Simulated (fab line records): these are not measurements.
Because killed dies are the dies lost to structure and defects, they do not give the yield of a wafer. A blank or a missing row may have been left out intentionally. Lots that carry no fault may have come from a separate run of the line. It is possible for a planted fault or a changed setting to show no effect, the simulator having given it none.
fab line records	flow sky130
[record] lots = 7	wafers = 21	lastDay = 49
route steps=708 shown LDD_N@238 PAD_OPEN@708
lots that met no fault: from a run of the same line without faults
startH: hours from the record's opening day to when the first of the lot's shown wafers began	waitH: hours elapsed since this lot's preceding step	" unchanged from the row above	L1.1+2: a single row standing in for several wafers	- no value, or no start was given	* or withheld: withheld	< > ~ a bound
route shown NAME@n: a module of which the file shows steps, and the number in the route of the first	usual: mean/standard deviation of fault-free wafers	same: alike in all rows	chamber/n: place in a boat	sites: per-site readings	_std_site: the standard deviation of these	_edge_site: inner sites' mean taken away from outer sites' mean	radiusMm: how far each site lies from the wafer's centre	mask NAME#n: copy n	behind: tool/chamber where the wafer was last shaped	hold: reason for holding the lot/hours on hold/outcome of the hold	device: names the non-switching transistor (n, p or np)	end of line: the tests these same wafers got at the end of their route	step lacking rows: just its recipe	killed: dies lost to structure and defects at the first sort, not the wafer's yield	map: shows each die of a wafer: x if killed, . if not, _ if none is there
set.NAME: the setting as run; set.NAME@STEP: as run at that earlier step	model.NAME: the simulator's own value behind a step, which no gauge read
lots at selected steps of the route; one table per step, one row per wafer
services: the hour from which a tool's chamber was out of use, counted from the record's first day as startH (under 0 if before that day), plus the number of hours and why
[[steps]]
[step SKY_LDD_N_HMDS_01]
[recipe] primeTimeS = 60	primeTempC = 120
[step SKY_LDD_N_COAT_02]
[recipe] resist = NOVOLAK	spinRpm = 3000	resistThkNm = 300
[step SKY_LDD_N_SOFTBAKE_03]
[recipe] tempC = 90	timeS = 60	resist = NOVOLAK
[step SKY_LDD_N_EXPOSE_04]
[recipe] maskId = NTM	targetCdNm = 840	na = 0.6	sourceShape = conventional	sigmaOuter = 0.6	doseMj = 110
[step SKY_LDD_N_PEB_05]
[recipe] tempC = withheld	timeS = *	resist = NOVOLAK
[step SKY_LDD_N_DEVELOP_06]
[recipe] developTimeS = 60	devTempC = 23
[step SKY_LDD_N_OVL_MEAS_07]
[usual] LDD_N_OVL = 0.6/1.3
lot.wafer	tool	chamber	startH	waitH	LDD_N_OVL[nm]
L237.2	overlay-02	-	418.13	0.1	-0.5
L237.4	"	-	"	"	-0.9
L237.6	"	-	"	"	-0.6
L241.1	overlay-01	-	451.07	0.1	0.7
L241.2	"	-	"	"	2.2
L241.6	"	-	"	"	1.8
L242.1	overlay-01	-	456.99	0.1	1.0
L242.2	"	-	"	"	-0.8
L242.4	"	-	"	"	0.1
L244.1	overlay-02	-	479.77	0.1	0.7
L244.3	"	-	"	"	2.0
L244.5	"	-	"	"	0.2
L246.4	overlay-01	-	491.49	0.1	2.4
L246.5	"	-	"	"	1.9
L246.6	"	-	"	"	1.7
L252.1	overlay-02	-	546.32	0.1	-0.2
L252.2	"	-	"	"	1.7
L252.4	"	-	"	"	-0.7
L253.4	overlay-02	-	549.14	0.1	-1.0
L253.5	"	-	"	"	-0.3
L253.6	"	-	"	"	-1.1
[step SKY_LDD_N_IMPLANT_08]
[recipe] species = As	energyKev = 20	doseCm2 = 7.5e+13	tiltDeg = withheld	rotationDeg = 23
[step SKY_LDD_N_IMPLANT_09]
[recipe] species = As	energyKev = 20	doseCm2 = 7.5e+13	tiltDeg = withheld	rotationDeg = 113
[step SKY_LDD_N_IMPLANT_10]
[recipe] species = As	energyKev = 20	doseCm2 = 7.5e+13	tiltDeg = withheld	rotationDeg = 203
[step SKY_LDD_N_IMPLANT_11]
[recipe] species = As	energyKev = 20	doseCm2 = 7.5e+13	tiltDeg = withheld	rotationDeg = 293
[step SKY_LDD_N_IMPLANT_12]
[recipe] species = BF2	energyKev = 50	doseCm2 = 5e+12	tiltDeg = 30	rotationDeg = 0
[step SKY_LDD_N_IMPLANT_13]
[recipe] species = BF2	energyKev = 50	doseCm2 = 5e+12	tiltDeg = 30	rotationDeg = 90
lot.wafer	tool	chamber	startH	waitH
L237.2+4+6	implanter-03	0	418.93	0.1
L241.1+2+6	implanter-03	0	451.86	0.1
L242.1+2+4	implanter-04	0	457.77	0.1
L242.1+2+4	implanter-04	0	458.09	0.3
L244.1+3+5	implanter-04	0	480.56	0.1
L244.1+3+5	implanter-04	0	480.88	0.3
L246.4+5+6	implanter-02	0	494.74	2.5
L246.4+5+6	implanter-02	0	495.06	0.3
L252.1+2+4	implanter-03	0	547.11	0.1
L253.4+5+6	implanter-04	0	549.98	0.1
[step SKY_LDD_N_IMPLANT_14]
[recipe] species = BF2	energyKev = 50	doseCm2 = 5e+12	tiltDeg = 30	rotationDeg = 180
[step SKY_PAD_OPEN_PROBE_99]
[usual] killed_at_M0_to_M3 = 44/7	killed_at_M4_up = 3.1/1.8	killedAtContacts = 25/5.1	killedAtFrontEnd = 15/4.3	killedAtOther = 0.3/0.61	killedDies = 87/9.8	killedOpen = 48/7	killedShort = 38/6.3
[same] grossDies = 492	killedAtBackSide = 0
lot.wafer	tool	chamber	startH	waitH	killed_at_M0_to_M3	killed_at_M4_up	killedAtContacts	killedAtFrontEnd	killedAtOther	killedDies	killedOpen	killedShort	model.etest.nfet_01v8_turned.driveUaUm	model.etest.nfet_01v8_lvt.driveUaUm	model.etest.nfet_01v8.driveUaUm	model.etest.nfet_01v8_swapped.driveUaUm	model.etest.tipN.rsOhmSq	model.etest.nfet_01v8_turned.vtV	model.etest.nfet_01v8_lvt.vtSatV	model.etest.nfet_01v8_swapped.vtSatV
L237.2	prober-01	-	1090.05	0.1	46	2	26	16	0	90	55	35	495.9	568.1	502.4	493.7	440.9	0.7043	0.5349	0.6566
L237.4	prober-01	-	1090.15	0.2	38	3	24	16	1	82	46	36	490.7	559.2	489.5	488.7	445.1	0.7071	0.5395	0.66
L237.6	prober-01	-	1090.25	0.2	45	2	24	25	0	96	44	52	497.6	567.1	494.4	498.5	443.9	0.7075	0.5446	0.6562
L241.1	prober-01	-	1105.61	0.1	36	1	21	19	0	77	38	38	518	583.4	511.3	514.7	446.2	0.6974	0.5308	0.6453
L241.2	prober-01	-	1105.66	0.1	22	2	28	18	0	70	41	28	508.5	586.5	510.8	513	445.8	0.6955	0.5284	0.6416
L241.6	prober-01	-	1105.86	0.2	45	3	29	9	0	86	45	40	509.5	582.9	506.5	514	443.1	0.6904	0.5306	0.6377
L242.1	prober-02	-	1114.07	0.1	47	3	22	15	1	88	44	43	464.7	543.9	472.1	474.7	452.1	0.7374	0.5686	0.6774
L242.2	prober-02	-	1114.12	0.1	50	3	25	18	0	96	45	50	460.2	536	465.4	467.5	453	0.7436	0.5745	0.6843
L242.4	prober-02	-	1114.22	0.2	27	4	27	17	0	75	47	28	453.1	526.7	460.7	465.6	452.5	0.7453	0.5847	0.6899
L244.1	prober-02	-	1127.74	0.1	33	2	35	17	0	87	51	36	456.9	530.7	465.1	466.7	454.9	0.7485	0.5847	0.6901
L244.3	prober-02	-	1127.84	0.2	37	3	20	11	0	71	40	31	458	533.4	466.3	469.4	460.4	0.7522	0.5808	0.6855
L244.5	prober-02	-	1127.94	0.2	54	5	19	14	0	92	46	46	463.1	543.5	473	473.4	452.2	0.7462	0.5738	0.684
L246.4	prober-02	-	1136.44	0.2	41	3	23	15	0	82	46	36	480.9	553.1	488.5	489.7	452.2	0.7234	0.5616	0.6608
L246.5	prober-02	-	1136.49	0.2	51	5	22	9	0	87	47	39	468.9	547.7	479.2	480.7	453.8	0.7359	0.5664	0.676
L246.6	prober-02	-	1136.54	0.2	54	4	20	17	0	95	52	42	483.9	556.6	492.8	496.7	453.1	0.7285	0.5619	0.6612
L252.1	prober-02	-	1168.44	0.1	40	1	25	24	1	91	51	40	496.7	571.8	499.9	499.9	446.4	0.707	0.5436	0.6556
L252.2	prober-02	-	1168.49	0.1	34	1	36	23	0	94	59	35	490.3	559.1	490	489.9	449.8	0.7074	0.5505	0.6593
L252.4	prober-02	-	1168.59	0.2	46	3	24	20	0	93	60	33	483.1	550.3	479.4	481.6	444.8	0.7144	0.565	0.6664
L253.4	prober-01	-	1170.89	0.2	57	1	32	16	1	107	67	40	489.1	556.2	485	487.6	447.8	0.7108	0.5534	0.6658
L253.5	prober-01	-	1170.94	0.2	34	3	34	14	0	85	47	37	484.1	555.4	478.6	478.2	450.8	0.7087	0.5485	0.6631
L253.6	prober-01	-	1170.99	0.2	50	3	37	15	0	105	51	53	495	564	496	497.9	448.4	0.7048	0.5481	0.6565
// killed by level:class
L237.2 CONTACT:geometricParticle:open=11 LI_CONTACT:geometricParticle:open=10 VIA1:geometricParticle:open=10 FIELD_ISO:geometricParticle:open=5 METAL1:geometricParticle:short=5 VIA2:geometricParticle:short=5 METAL1:geometricParticle:open=4 VIA1:geometricParticle:short=4
L237.4 METAL1:geometricParticle:short=10 CONTACT:geometricParticle:open=10 LI_CONTACT:geometricParticle:open=6 VIA1:geometricParticle:open=5 FIELD_ISO:geometricParticle:open=4 VIA2:geometricParticle:open=4 VIA3:geometricParticle:open=4 POLY_GATE:geometricParticle:short=3
L237.6 VIA1:geometricParticle:open=9 FIELD_ISO:geometricParticle:short=8 METAL2:geometricParticle:short=8 FIELD_ISO:geometricParticle:open=7 CONTACT:geometricParticle:open=6 CONTACT:geometricParticle:short=6 METAL1:geometricParticle:short=6 VIA2:geometricParticle:open=6
L241.1 VIA3:geometricParticle:open=8 VIA3:geometricParticle:short=7 CONTACT:geometricParticle:open=7 VIA1:geometricParticle:open=7 FIELD_ISO:geometricParticle:short=5 LI_CONTACT:geometricParticle:open=5 CONTACT:geometricParticle:short=5 LOCAL_INTERCONNECT:geometricParticle:short=4
L241.2 CONTACT:geometricParticle:open=10 FIELD_ISO:geometricParticle:short=7 LI_CONTACT:geometricParticle:open=7 LOCAL_INTERCONNECT:geometricParticle:short=6 FIELD_ISO:geometricParticle:open=4 CONTACT:geometricParticle:short=4 VIA1:geometricParticle:open=4 VIA3:geometricParticle:open=4
L241.6 LI_CONTACT:geometricParticle:open=11 CONTACT:geometricParticle:open=8 METAL2:geometricParticle:short=8 VIA3:geometricParticle:open=7 CONTACT:geometricParticle:short=6 METAL1:geometricParticle:short=6 VIA1:geometricParticle:open=6 VIA2:geometricParticle:open=5
L242.1 METAL1:geometricParticle:short=9 VIA2:geometricParticle:open=8 VIA1:geometricParticle:open=8 LI_CONTACT:geometricParticle:open=8 CONTACT:geometricParticle:open=8 METAL2:geometricParticle:short=5 POLY_GATE:geometricParticle:short=4 VIA1:geometricParticle:short=4
L242.2 LOCAL_INTERCONNECT:geometricParticle:short=10 VIA2:geometricParticle:open=9 VIA1:geometricParticle:open=8 CONTACT:geometricParticle:open=7 VIA1:geometricParticle:short=7 VIA3:geometricParticle:open=6 METAL1:geometricParticle:short=5 POLY_GATE:geometricParticle:open=5
L242.4 CONTACT:geometricParticle:open=12 LI_CONTACT:geometricParticle:open=9 VIA1:geometricParticle:short=7 VIA1:geometricParticle:open=7 FIELD_ISO:geometricParticle:open=6 FIELD_ISO:geometricParticle:short=5 LOCAL_INTERCONNECT:geometricParticle:short=4 VIA3:geometricParticle:open=3
L244.1 CONTACT:geometricParticle:open=12 VIA1:geometricParticle:open=8 LOCAL_INTERCONNECT:geometricParticle:short=7 CONTACT:geometricParticle:short=7 LI_CONTACT:geometricParticle:open=6 POLY_GATE:geometricParticle:short=5 VIA2:geometricParticle:open=5 VIA3:geometricParticle:open=5
L244.3 VIA1:geometricParticle:open=11 CONTACT:geometricParticle:open=6 LI_CONTACT:geometricParticle:open=6 VIA1:geometricParticle:short=5 VIA3:geometricParticle:open=5 METAL1:geometricParticle:short=4 FIELD_ISO:geometricParticle:short=3 LOCAL_INTERCONNECT:geometricParticle:short=3
L244.5 VIA1:geometricParticle:open=11 VIA3:geometricParticle:open=10 METAL2:geometricParticle:short=8 CONTACT:geometricParticle:open=7 METAL1:geometricParticle:short=7 VIA2:geometricParticle:open=6 FIELD_ISO:geometricParticle:short=5 LI_CONTACT:geometricParticle:open=5
L246.4 CONTACT:geometricParticle:open=9 METAL1:geometricParticle:short=8 VIA3:geometricParticle:open=8 VIA1:geometricParticle:open=7 POLY_GATE:geometricParticle:open=5 LOCAL_INTERCONNECT:geometricParticle:short=5 FIELD_ISO:geometricParticle:open=4 VIA3:geometricParticle:short=4
L246.5 VIA2:geometricParticle:open=9 CONTACT:geometricParticle:open=8 LI_CONTACT:geometricParticle:open=7 VIA1:geometricParticle:open=7 METAL2:geometricParticle:short=6 VIA3:geometricParticle:open=6 METAL1:geometricParticle:short=5 VIA1:geometricParticle:short=5
L246.6 VIA1:geometricParticle:open=20 VIA3:geometricParticle:open=9 FIELD_ISO:geometricParticle:short=6 CONTACT:geometricParticle:open=6 METAL3:geometricParticle:short=5 POLY_GATE:geometricParticle:short=4 VIA2:geometricParticle:open=4 LI_CONTACT:geometricParticle:short=4
L252.1 VIA1:geometricParticle:open=10 CONTACT:geometricParticle:open=10 FIELD_ISO:geometricParticle:open=8 FIELD_ISO:geometricParticle:short=8 LI_CONTACT:geometricParticle:open=7 POLY_GATE:geometricParticle:short=5 VIA2:geometricParticle:short=5 METAL1:geometricParticle:short=5
L252.2 CONTACT:geometricParticle:open=13 LI_CONTACT:geometricParticle:open=10 VIA1:geometricParticle:open=8 POLY_GATE:geometricParticle:open=6 CONTACT:geometricParticle:short=6 VIA2:geometricParticle:open=6 POLY_GATE:geometricParticle:short=5 VIA3:geometricParticle:short=5
L252.4 CONTACT:geometricParticle:open=11 VIA1:geometricParticle:open=11 VIA2:geometricParticle:open=9 LI_CONTACT:geometricParticle:open=6 VIA3:geometricParticle:open=5 FIELD_ISO:geometricParticle:open=4 SPACER:geometricParticle:short=4 VIA1:geometricParticle:short=4
L253.4 LI_CONTACT:geometricParticle:open=15 METAL2:geometricParticle:short=13 VIA1:geometricParticle:open=12 CONTACT:geometricParticle:open=9 VIA2:geometricParticle:open=7 FIELD_ISO:geometricParticle:short=6 FIELD_ISO:geometricParticle:open=5 VIA1:geometricParticle:short=5
L253.5 CONTACT:geometricParticle:open=13 LI_CONTACT:geometricParticle:open=11 VIA1:geometricParticle:open=9 CONTACT:geometricParticle:short=7 VIA1:geometricParticle:short=5 VIA2:geometricParticle:open=5 FIELD_ISO:geometricParticle:short=3 FIELD_ISO:geometricParticle:open=3
L253.6 CONTACT:geometricParticle:open=12 VIA1:geometricParticle:open=12 CONTACT:geometricParticle:short=10 FIELD_ISO:geometricParticle:open=7 VIA1:geometricParticle:short=7 LI_CONTACT:geometricParticle:open=6 VIA2:geometricParticle:open=6 METAL2:geometricParticle:short=5
[[services]]
tool	chamber	startH	hours	kind
implanter-04	-	448.88	5.1	repair
implanter-02	-	485.50	5.8	pm
implanter-04	-	544.36	3.2	pm
[[key]]
[firstSign] step = SKY_LDD_N_IMPLANT_13	reading = visit	direction = added
effect none on later readings
[modelEffect] step = SKY_PAD_OPEN_PROBE_99	value = etest.nfet_01v8_turned.driveUaUm	without = 492.8	struck = 465.5
metAt SKY_LDD_N_IMPLANT_13
struckWafers L242.1,L242.2,L242.4,L244.1,L244.3,L244.5,L246.4,L246.5,L246.6
testerLeftOut L242,L244,L246
[fault] kind = repeatedStepWhole	tool = implanter-02,implanter-03,implanter-04	chamber = -	onsetH = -	steps = SKY_LDD_N_IMPLANT_13	times = 1	scope = struckLotsOnly
// testerLeftOut: of these lots the tester's yield and bins aren't shown, on N5 and GAA mostly nor the transistor test; their killed dies are dies lost to structure and defects alone, not to doping, threshold or leakage, so they don't give the yield
